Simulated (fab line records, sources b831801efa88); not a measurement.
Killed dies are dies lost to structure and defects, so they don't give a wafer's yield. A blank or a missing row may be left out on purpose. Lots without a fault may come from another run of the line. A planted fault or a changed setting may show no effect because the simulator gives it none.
Problem report in the 8D (eight disciplines) form, filled by code | flow sky130 | the parts of the form that need people (team, actions taken, sign-off) are left out

1. THE PROBLEM
LDD_N_TW at SKY_LDD_N_TW_MEAS_17 reads a mean of 2929 on 6 wafers of 2 lots; wafers without a fault read 2612 with a standard deviation of 16. That is +20 standard deviations from the usual mean.
First seen on wafer L595.3, day 20 19:31, on film_metro-02. The record holds 33 wafers of 11 lots with a number at this step. Rule for "out", or "out of limits": more than 4 standard deviations from the usual mean. The other wafers with a number count as sound.

2. WHAT IT IS AND WHAT IT IS NOT
question                    | is                           | is not
which readings at this step | LDD_N_TW                     | -
which lots                  | L595, L598                   | L591, L592, L604, L605, L606, L607, L609, L610, L612
which wafers of those lots  | all that have a number       | -
read on which gauges        | film_metro-01, film_metro-02 | film_metro-04
when                        | from day 20 19:31            | up to then (6 sound wafers); but 21 sound wafers of L604, L605, L606, L607, L609, L610, L612 came after

3. SUSPECTS, AND WHAT RULES EACH OUT
Counting: a tool at a process step up to the reading stays a suspect if it ran every lot that is out and no sound lot after the first of them.
- the gauge at SKY_LDD_N_TW_MEAS_17: ruled out. The wafers that are out were read on 2 gauges (film_metro-01, film_metro-02).
- implanter-01 at SKY_LDD_N_IMPLANT_10: ruled out as a lasting fault. Sound lots L604, L606, L607, L609, L612 ran on it after its first lot that is out, L595 (day 20 18:33).
Left after counting: nothing in the record.

4. THE CAUSE (what the simulator had put in)
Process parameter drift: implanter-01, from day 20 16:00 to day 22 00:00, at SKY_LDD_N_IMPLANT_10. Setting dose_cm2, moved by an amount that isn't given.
Counting ruled it out, wrongly: the rule takes a fault to strike every lot that its tool runs from its start on, and this one did not.

5. THE CHAIN OF EFFECTS, in route order
Each row: a reading whose mean over the struck wafers that have a number lies more than 3 standard deviations from the usual. Only readings for which the record gives a usual standard deviation are gone through. hours: the time from each lot's start at the first step in this table that gives one to its start at this step, as a median over the lots. sigmas: the change in usual standard deviations.
hours | step                 | reading                  | usual     | on struck wafers | change     | sigmas
0     | SKY_LDD_N_IMPLANT_10 | beam_on_s                | 10.00 s   | 44.56            | +34.56     | +99 or more
0     | SKY_LDD_N_IMPLANT_10 | dose_ions_cm2            | 7.498e+13 | 4.200e+14        | +3.451e+14 | +99 or more
0     | SKY_LDD_N_IMPLANT_10 | faraday_current_uA       | 423       | 531              | +108       | +14
1     | SKY_LDD_N_STRIP_16   | strip_time_to_endpoint_s | 4.310 s   | 5.151            | +0.841     | +53
1     | SKY_LDD_N_TW_MEAS_17 | LDD_N_TW                 | 2612      | 2929             | +317       | +20
The process steps in it:
- SKY_LDD_N_IMPLANT_10
- SKY_LDD_N_STRIP_16: strips in O2/N2.
Later measuring or inspecting steps at which every struck wafer that the step has a row for has a number for every such reading, and none has moved that far: SKY_LDD_P_TW_MEAS_11.

6. WHAT WOULD HAVE CAUGHT IT SOONER
In this record the first reading out of limits at a measuring or inspecting step was taken at day 20 19:31, 4 hours after the fault began at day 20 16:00.
The tool's own readings at SKY_LDD_N_IMPLANT_10 were out on every struck wafer that the step has a row for (beam_on_s, dose_ions_cm2, faraday_current_uA): an alarm limit on them would have fired on the first of those.
